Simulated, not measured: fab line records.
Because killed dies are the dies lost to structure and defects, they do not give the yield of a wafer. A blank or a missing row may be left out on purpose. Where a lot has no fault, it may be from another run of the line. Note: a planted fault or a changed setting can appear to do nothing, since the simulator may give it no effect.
One fault through the eyes of 2 desks :: flow sky130 :: each desk has only its own numbers; what lay behind them comes last

AT THE METROLOGY DESK
What the gauges read, lot by lot, whatever tool the lot ran on: means of the sampled wafers that have a number. If a lot's mean is further than 4 standard deviations from the usual mean, the lot is out of limits and carries the mark OUT (the distance appears in the brackets).
Columns: A = METAL2_ALCU_RS at SKY_METAL2_RS_MEAS_05, usual 0.1264 ohm/sq; B = METAL2_ALCU_THK at SKY_METAL2_THK_MEAS_06, usual 248 nm
lot: L882
first seen here: day 34 19:01
A: 0.1266
B: 248

lot: L883
first seen here: day 35 06:41
A: 0.1256
B: 248

lot: L886
first seen here: day 36 05:16
A: 0.1285
B: 244

lot: L888
first seen here: day 36 15:16
A: 0.1262
B: 246

lot: L893
first seen here: day 37 21:10
A: 0.1171 (-4.9) OUT
B: 271 (+5.8) OUT

lot: L895
first seen here: day 38 06:37
A: 0.1165 (-5.2) OUT
B: 270 (+5.4) OUT

lot: L900
first seen here: day 39 17:15
A: 0.1286
B: 244

lot: L901
first seen here: day 39 20:52
A: 0.1271
B: 248

lot: L903
first seen here: day 40 12:24
A: 0.1287
B: 243

lot: L904
first seen here: day 40 19:07
A: 0.1277
B: 245
This desk finds L893, L895 out of limits, with the earliest case on L893 at day 37 21:10 (METAL2_ALCU_RS at SKY_METAL2_RS_MEAS_05). In limits: L882, L883, L886, L888, L900, L901, L903, L904.

AT THE TOOL OWNER'S DESK: pvdSputter-04
The tool's own readings at SKY_METAL2_SPUTTER_02 (material AlCu, target thk 250 nm, time 13.3 s): means of the sampled wafers that have a number, for each lot that ran on this tool. If a lot's mean is further than 4 standard deviations from the usual mean, the lot is out of limits and carries the mark OUT (the distance appears in the brackets).
Columns: A = throttleValvePct at SKY_METAL2_SPUTTER_02, usual 29.6 %
lot: L882
first seen here: day 34 18:55
A: 29.0

lot: L888
first seen here: day 36 15:08
A: 29.9

lot: L893
first seen here: day 37 21:04
A: 29.4

lot: L895
first seen here: day 38 06:32
A: 29.5
This desk found nothing out of limits on any of the 4 lots.

BROUGHT TOGETHER
L893, L895 would have let the metrology desk raise an alarm at day 37 21:10.
The desk of the tool owner found nothing out of limits.
Tool owner's desk: L893, L895 on record, inside its limits.
All the named lots went through SKY_METAL2_SPUTTER_02 on pvdSputter-04.

WHAT THE SIMULATOR HAD PUT IN
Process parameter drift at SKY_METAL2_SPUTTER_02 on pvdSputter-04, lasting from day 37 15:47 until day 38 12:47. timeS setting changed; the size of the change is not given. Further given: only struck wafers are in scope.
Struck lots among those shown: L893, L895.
Time in hours between the start of the fault and the first out-of-limits reading at each desk: metrology desk, 5.
